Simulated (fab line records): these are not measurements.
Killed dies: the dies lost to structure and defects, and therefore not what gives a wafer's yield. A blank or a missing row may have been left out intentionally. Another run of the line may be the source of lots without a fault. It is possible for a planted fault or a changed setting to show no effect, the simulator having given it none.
Struck lot and sound lot, side by side + flow sfq line + 42 steps out of a route of 325
Sound: the wafers L246.1, L246.4, L246.5. Wafers L244.1, L244.5, L244.6 were the ones struck. The cause is named last.
For every step that has rows: the tool of each side, followed by ch and its chambers, followed by its first start. Under that, the readings that differ: sound wafers + struck wafers + difference of the means + sigmas: that difference in standard deviations of wafers without a fault.
alike: readings whose means differ by less than 2 such deviations, and words and numbers that are the same on both sides. not compared: withheld readings, readings that some wafer has no value for, bounds like >300 that may hide the same value, and numbers for which the record gives no deviation and whose values overlap.
Wherever a step has rows on one side only, a row that says differs or no value, or a row with sigmas, the two part there. When numbers do not overlap yet have no deviation, they are printed without sigmas and do not part them. A reading missing from all wafers of one side parts the sides only when that side holds two or more wafers.

SFQ_M3_OVL_MEAS_921:
  sound: overlay-02 at day 47 10:55; struck: overlay-02 at day 47 08:31
  alike: M3_OVL
then, 6 steps without rows for these wafers: SFQ_TRILAYER_M3_BARC_OPEN_METAL_ETCH_100 (etches BARC in O2, target depth 125 nm, time 41.7 s); SFQ_TRILAYER_M3_ETCH_METAL_ETCH_078 (etches Nb in Cl2/Ar, stops on SiO2, target depth 240 nm, time 120 s); SFQ_TRILAYER_M3_STRIP_STRIP_079 (strips in O2); SFQ_TRILAYER_M3_STRIP_SOLV_CLEAN_080 (cleans in NMP, time 600 s); SFQ_TRILAYER_I3_DEP_PECVD_081 (deposits SiO2 from SiH4/N2O, time 111.11 s, target thk 500 nm); SFQ_TRILAYER_I3_CMP_CMP_082 (polishes SiO2).
SFQ_I3_BOW_MEAS_922:
  sound: film metro-01 at day 47 22:04; struck: film metro-04 at day 47 18:20
  alike: I3_BOW
SFQ_TRILAYER_I3_METRO_MEASURE_083:
  sound: film metro-01 at day 47 22:11; struck: film metro-04 at day 47 18:27
  alike: thk nm
then, 3 steps without rows for these wafers: SFQ_TRILAYER_I3_VIA_LITHO_COAT_090 (resist thk 62 nm); SFQ_TRILAYER_I3_VIA_LITHO_COAT_085 (resist thk 650 nm); SFQ_TRILAYER_I3_VIA_LITHO_SOFTBAKE_089.
SFQ_TRILAYER_I3_VIA_LITHO_EXPOSE_086: exposes mask I3, target cd 500 nm.
  sound on krf scanner-02 ch 0, day 53 02:55; struck on krf scanner-01 ch 0, day 47 20:24
| reading                    | sound                | struck            | difference | sigmas |
|----------------------------|----------------------|-------------------|------------|--------|
| model.I3.overlay x nm (nm) | -4.048 -4.048 -4.048 | 156.9 156.9 156.9 | +160.9     |        |
  alike: mask
then, 2 steps without rows for these wafers: SFQ_TRILAYER_I3_VIA_LITHO_PEB_088 (peb time 60 s); SFQ_TRILAYER_I3_VIA_LITHO_DEVELOP_087 (time 60 s).
SFQ_I3_OVL_MEAS_923:
  sound: overlay-02 at day 53 04:25; struck: overlay-02 at day 47 21:54
| reading     | sound      | struck      | difference | sigmas |
|-------------|------------|-------------|------------|--------|
| I3_OVL (nm) | -11 -8 -10 | 153 151 156 | +163       | +28    |
SFQ_TRILAYER_I3_VIA_BARC_OPEN_VIA_ETCH_121: etches BARC in O2, target depth 125 nm, time 41.7 s.
  sound on rie diel-04 ch 1,2,3, day 53 04:28; struck on rie diel-03 ch 0,3, day 47 21:56
  alike: drypump motor current A, oes product au
  not compared: rf hours counter h
then, 5 steps without rows for these wafers: SFQ_TRILAYER_I3_VIA_ETCH_VIA_ETCH_088 (etches SiO2 in CHF3, stops on Nb, target depth 260 nm); SFQ_TRILAYER_I3_VIA_STRIP_STRIP_089 (strips in O2); SFQ_TRILAYER_I3_VIA_STRIP_SOLV_CLEAN_090 (cleans in NMP, time 600 s); SFQ_TRILAYER_M4_DEP_PRE_CLEAN_092 (time 22.5 s); SFQ_TRILAYER_M4_DEP_SPUTTER_091 (material Nb, target thk 200 nm, time 133.3 s).
SFQ_M4_RS_MEAS_924: measurement is done with a four-point probe.
  sound: film metro-02 at day 53 05:31; struck: film metro-02 at day 47 22:59
  alike: M4_NB_RS
then, 6 steps without rows for these wafers: SFQ_TRILAYER_M4_LITHO_COAT_098 (resist thk 62 nm); SFQ_TRILAYER_M4_LITHO_COAT_093 (resist thk 600 nm); SFQ_TRILAYER_M4_LITHO_SOFTBAKE_097; SFQ_TRILAYER_M4_LITHO_EXPOSE_094 (exposes mask M4, target cd 500 nm); SFQ_TRILAYER_M4_LITHO_PEB_096 (peb time 60 s); SFQ_TRILAYER_M4_LITHO_DEVELOP_095 (time 60 s).
-- the record jumps here: 5 days lie between the struck wafers' starts before and after --
SFQ_M4_OVL_MEAS_926:
  sound: overlay-01 at day 53 09:02; struck: overlay-01 at day 52 14:09
| reading     | sound    | struck | difference | sigmas |
|-------------|----------|--------|------------|--------|
| M4_OVL (nm) | -4 -8 -5 | 10 8 8 | +14        | +3     |
SFQ_TRILAYER_M4_BARC_OPEN_METAL_ETCH_123: etches BARC in O2, target depth 125 nm, time 41.7 s.
  sound on rie metal-02 ch 0, day 53 09:04; struck on rie metal-01 ch 0,1, day 52 14:11
  alike: drypump motor current A, oes product au
  not compared: rf hours counter h
SFQ_TRILAYER_M4_ETCH_METAL_ETCH_096: etches Nb in Cl2/Ar, stops on SiO2, target depth 240 nm, time 120 s.
  sound on rie metal-02 ch 0, day 53 09:07; struck on rie metal-01 ch 0,1, day 52 14:15
  alike: drypump motor current A, oes product au
  not compared: rf hours counter h
then, 2 steps without rows for these wafers: SFQ_TRILAYER_M4_STRIP_STRIP_097 (strips in O2); SFQ_TRILAYER_M4_STRIP_SOLV_CLEAN_098 (cleans in NMP, time 600 s).
SFQ_TRILAYER_I4_DEP_PECVD_099: deposits SiO2 from SiH4/N2O, time 111.11 s, target thk 500 nm.
  sound on pecvd-02 ch 0,2, day 53 10:01; struck on pecvd-02 ch 0,1, day 52 15:09
  alike: heater power w, throttle valve pct
then, 1 step without rows for these wafers: SFQ_TRILAYER_I4_CMP_CMP_100 (polishes SiO2).
SFQ_I4_BOW_MEAS_927:
  sound: film metro-01 at day 53 13:06; struck: film metro-01 at day 52 20:48
  alike: I4_BOW
then, 4 steps without rows for these wafers: SFQ_TRILAYER_I4_METRO_MEASURE_101; SFQ_TRILAYER_I4_VIA_LITHO_COAT_108 (resist thk 62 nm); SFQ_TRILAYER_I4_VIA_LITHO_COAT_103 (resist thk 650 nm); SFQ_TRILAYER_I4_VIA_LITHO_SOFTBAKE_107.
-- the record jumps here: 31 days lie between the struck wafers' starts before and after --
SFQ_M8_BOW_MEAS_951:
  sound: film metro-01 at day 84 09:30; struck: film metro-02 at day 83 20:10
| reading                 | sound             | struck            | difference | sigmas |
|-------------------------|-------------------|-------------------|------------|--------|
| model.etest.i3.link ohm | 1.988 1.993 1.992 | 2.026 2.036 2.053 | +0.047     |        |
  alike: M8_BOW

WHERE THEY PART
Earliest at SFQ_I3_OVL_MEAS_923; latest, in this record, at SFQ_M4_OVL_MEAS_926. Later steps at which nothing parts them and some readings are alike: SFQ_TRILAYER_M4_BARC_OPEN_METAL_ETCH_123, SFQ_TRILAYER_M4_ETCH_METAL_ETCH_096, SFQ_TRILAYER_I4_DEP_PECVD_099, SFQ_I4_BOW_MEAS_927, SFQ_M8_BOW_MEAS_951.

WHY: what had been put in by the simulator
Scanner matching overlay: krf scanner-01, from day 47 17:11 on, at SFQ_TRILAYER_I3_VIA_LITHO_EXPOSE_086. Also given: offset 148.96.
